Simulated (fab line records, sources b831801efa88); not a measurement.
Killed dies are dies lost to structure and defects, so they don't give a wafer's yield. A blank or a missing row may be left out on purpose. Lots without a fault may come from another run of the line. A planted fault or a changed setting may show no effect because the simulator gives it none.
Tool commonality check | flow gf180mcu | 12 lots, 36 wafers sampled

WHY IT WAS OPENED
At GF_PSD_RS_MEAS_14 the reading NSD_RS is flagged on 2 of 12 lots. Wafers without a fault read 46.13 ohm/sq, standard deviation 0.084.
Rule: a lot is flagged when every wafer of it that has a number lies more than 4 standard deviations from that mean, or none has a number. The other lots count as sound.

lot  | measured     | on            | NSD_RS (ohm/sq), wafer by wafer | flag
L394 | day 14 10:29 | film_metro-04 | 46.02 46.05 46.15               |
L396 | day 15 04:28 | film_metro-01 | 46.15 46.26 46.20               |
L398 | day 15 17:24 | film_metro-01 | 49.76 49.74 49.63               | FLAGGED
L399 | day 15 21:41 | film_metro-02 | 46.10 46.09 46.05               |
L400 | day 16 06:08 | film_metro-02 | 49.86 49.74 49.69               | FLAGGED
L408 | day 19 22:56 | film_metro-02 | 46.36 46.23 46.19               |
L409 | day 20 09:17 | film_metro-04 | 46.04 46.08 46.08               |
L410 | day 21 05:46 | film_metro-04 | 46.08 46.13 46.01               |
L412 | day 21 21:57 | film_metro-01 | 46.11 46.07 46.14               |
L413 | day 22 06:30 | film_metro-01 | 46.04 46.22 46.17               |
L416 | day 22 16:05 | film_metro-02 | 46.24 46.23 46.16               |
L414 | day 22 17:20 | film_metro-02 | 46.04 46.13 46.22               |
The numbers of the flagged lots are 49.74 ohm/sq on average: +3.61 ohm/sq against the usual, or +43 standard deviations.

WHICH TOOL RAN EACH LOT
The record holds 2 process steps before the reading, out of a route of 602 steps. In each cell: the tool, then ch and the chambers that the sampled wafers went through, then the start.
lot  | flag    | GF_NSD_IMPLANT_09               | GF_NSD_STRIP_11
L394 |         | implanter-04 ch 0, day 13 13:20 | plasma_asher-01 ch 0,1, day 13 13:38
L396 |         | implanter-03 ch 0, day 14 06:55 | plasma_asher-02 ch 0,1, day 14 07:13
L398 | FLAGGED | implanter-03 ch 0, day 14 19:46 | plasma_asher-01 ch 0,1, day 14 20:02
L399 |         | implanter-04 ch 0, day 15 00:42 | plasma_asher-02 ch 0,1, day 15 00:58
L400 | FLAGGED | implanter-03 ch 0, day 15 08:49 | plasma_asher-03 ch 0,1, day 15 09:07
L408 |         | implanter-03 ch 0, day 18 22:37 | plasma_asher-01 ch 0,1, day 18 22:53
L409 |         | implanter-02 ch 0, day 19 09:10 | plasma_asher-02 ch 0,1, day 19 09:26
L410 |         | implanter-03 ch 0, day 20 05:53 | plasma_asher-01 ch 0,1, day 20 06:11
L412 |         | implanter-03 ch 0, day 20 21:13 | plasma_asher-03 ch 1, day 20 21:29
L413 |         | implanter-03 ch 0, day 21 06:04 | plasma_asher-02 ch 0,1, day 21 06:20
L416 |         | implanter-04 ch 0, day 21 16:14 | plasma_asher-03 ch 0,1, day 21 16:32
L414 |         | implanter-04 ch 0, day 21 17:13 | plasma_asher-03 ch 0,1, day 21 17:29
What these steps do:
- GF_NSD_IMPLANT_09
- GF_NSD_STRIP_11: strips in O2/N2.
- GF_PSD_RS_MEAS_14: measures by four-point-probe.

FLAGGED OVER TOTAL, TOOL BY TOOL (the gauges that took the reading come last)
step              | tool            | lots run | flagged | share of the flagged lots | sound lots run after its first flagged lot
GF_NSD_IMPLANT_09 | implanter-02    | 1        | 0       | none                      | -
GF_NSD_IMPLANT_09 | implanter-03    | 7        | 2       | all                       | 4 (L408,L410,L412,L413)
GF_NSD_IMPLANT_09 | implanter-04    | 4        | 0       | none                      | -
GF_NSD_STRIP_11   | plasma_asher-01 | 4        | 1       | some                      | 2 (L408,L410)
GF_NSD_STRIP_11   | plasma_asher-02 | 4        | 0       | none                      | -
GF_NSD_STRIP_11   | plasma_asher-03 | 4        | 1       | some                      | 3 (L412,L416,L414)
GF_PSD_RS_MEAS_14 | film_metro-01   | 4        | 1       | some                      | 2 (L412,L413)
GF_PSD_RS_MEAS_14 | film_metro-02   | 5        | 1       | some                      | 3 (L408,L416,L414)
GF_PSD_RS_MEAS_14 | film_metro-04   | 3        | 0       | none                      | -

WHAT THE TABLE ALLOWS
1 row of the table ran every flagged lot: implanter-03 at GF_NSD_IMPLANT_09.
- implanter-03 at GF_NSD_IMPLANT_09: 2 of its 7 lots flagged. Sound lots ran on it after the first flagged one (L408, L410, L412, L413), which a lasting fault on the whole tool wouldn't allow. Its own readings lie more than 4 standard deviations out on every wafer of the flagged lots: beam_on_s, dose_ions_cm2.
No row of the table ran every flagged lot and no sound lot after the first.

WHAT THE SIMULATOR HAD PUT IN
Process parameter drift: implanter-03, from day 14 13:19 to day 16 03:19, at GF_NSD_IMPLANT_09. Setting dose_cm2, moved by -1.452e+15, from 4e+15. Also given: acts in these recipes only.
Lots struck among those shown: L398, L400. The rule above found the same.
